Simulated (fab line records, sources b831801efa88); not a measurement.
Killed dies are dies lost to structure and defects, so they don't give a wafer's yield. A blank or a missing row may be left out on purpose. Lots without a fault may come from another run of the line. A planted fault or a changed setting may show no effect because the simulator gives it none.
A struck lot beside a sound one | flow sky130 | 22 steps out of a route of 708
Sound: wafers L671.2, L671.3, L671.6. Struck: wafers L685.1, L685.3, L685.4. The cause comes at the end.
At each step with rows: each side's tool, then ch and its chambers, then its first start. Under that, the readings that differ: sound wafers | struck wafers | difference of the means | sigmas: that difference in standard deviations of wafers without a fault.
alike: readings whose means differ by less than 2 such deviations, and words and numbers that are the same on both sides. not compared: withheld readings, readings that some wafer has no value for, bounds like >300 that may hide the same value, and numbers for which the record gives no deviation and whose values overlap.
The two part at a step that has a row with sigmas, a row that says differs or no value, or rows on one side only. Numbers that don't overlap but have no deviation are shown without sigmas and don't part them. A reading that every wafer of one side lacks parts them only if that side has two wafers or more.

SKY_POLY_GATE_THK_MEAS_21:
  sound on film_metro-03, day 18 04:23; struck on film_metro-04, day 22 19:04
  reading                      | sound          | struck         | difference | sigmas
  POLY_GATE_OXIDATION_THK (nm) | 4.11 4.18 4.12 | 3.91 3.85 3.91 | -0.25      | -3
SKY_POLY_GATE_CD_MEAS_22:
  sound on cd_sem-01, day 18 04:28; struck on cd_sem-02, day 22 19:08
  alike: cd_nm
then, 7 steps without rows for these wafers: SKY_LDD_N_DEHYDRATE_00 (time 60 s); SKY_LDD_N_HMDS_01 (prime time 60 s); SKY_LDD_N_COAT_02 (resist thk 300 nm); SKY_LDD_N_SOFTBAKE_03 (time 60 s); SKY_LDD_N_EXPOSE_04 (exposes mask NTM, target cd 840 nm); SKY_LDD_N_PEB_05; SKY_LDD_N_DEVELOP_06 (develop time 60 s).
SKY_LDD_N_OVL_MEAS_07:
  sound on overlay-02, day 19 10:07; struck on overlay-01, day 24 00:47
  reading        | sound        | struck         | difference | sigmas
  LDD_N_OVL (nm) | -0.7 0.4 0.2 | -1.5 -3.4 -2.7 | -2.5       | -2
then, 2 steps without rows for these wafers: SKY_LDD_N_IMPLANT_08; SKY_LDD_N_IMPLANT_09.
SKY_LDD_N_IMPLANT_10:
  sound on implanter-04 ch 0, day 19 10:28; struck on implanter-04 ch 0, day 24 01:26
then, 5 steps without rows for these wafers: SKY_LDD_N_IMPLANT_11; SKY_LDD_N_IMPLANT_12; SKY_LDD_N_IMPLANT_13; SKY_LDD_N_IMPLANT_14; SKY_LDD_N_IMPLANT_15.
SKY_LDD_N_STRIP_16: strips in O2/N2.
  sound on plasma_asher-04 ch 0,1, day 19 11:21; struck on plasma_asher-03 ch 0,1, day 24 02:20
  reading                      | sound             | struck            | difference | sigmas
  strip_time_to_endpoint_s (s) | 4.312 4.302 4.320 | 4.541 4.533 4.530 | +0.223     | +16
  alike: chamber_pressure_mTorr, drypump_motor_current_A, o2_flow_sccm, oes_product_au
  not compared: rf_hours_counter_h
SKY_LDD_N_TW_MEAS_17:
  sound on film_metro-02, day 19 11:28; struck on film_metro-02, day 24 02:26
  reading  | sound          | struck         | difference | sigmas
  LDD_N_TW | 2579 2579 2581 | 2691 2688 2687 | +109       | +11
then, 1 step without rows for these wafers: SKY_LDD_P_DEHYDRATE_00 (time 60 s).
-- the record jumps here: 26 days lie between the struck wafers' starts before and after (it left off in module LDD_P and takes up again in module PAD_OPEN, whose first step shown is number 708 of the route) --
SKY_PAD_OPEN_PROBE_99:
  sound on prober-01, day 47 04:42; struck on prober-01, day 50 03:54
  reading                                    | sound                | struck               | difference | sigmas
  model.etest.tip_n.rs_ohm_sq                | 440.5 441.8 439.4    | 389.1 386.9 389.4    | -52.1      |
  model.etest.nfet_01v8_swapped.vt_sat_v (V) | 0.6508 0.6408 0.6384 | 0.6236 0.6142 0.6114 | -0.0269    |
  model.etest.nfet_01v8_turned.vt_sat_v (V)  | 0.6521 0.6382 0.6409 | 0.626 0.6135 0.6121  | -0.027     |
  alike: killed_at_M0_to_M3, killed_at_M4_up, killed_at_contacts, killed_at_front_end, killed_at_other, killed_dies, killed_open, killed_short
  not compared: model.etest.nfet_01v8_lvt.vt_v

WHERE THEY PART
First at SKY_POLY_GATE_THK_MEAS_21; last, within this record, at SKY_LDD_N_TW_MEAS_17. Later steps at which nothing parts them and some readings are alike: SKY_PAD_OPEN_PROBE_99.

WHY: what the simulator had put in
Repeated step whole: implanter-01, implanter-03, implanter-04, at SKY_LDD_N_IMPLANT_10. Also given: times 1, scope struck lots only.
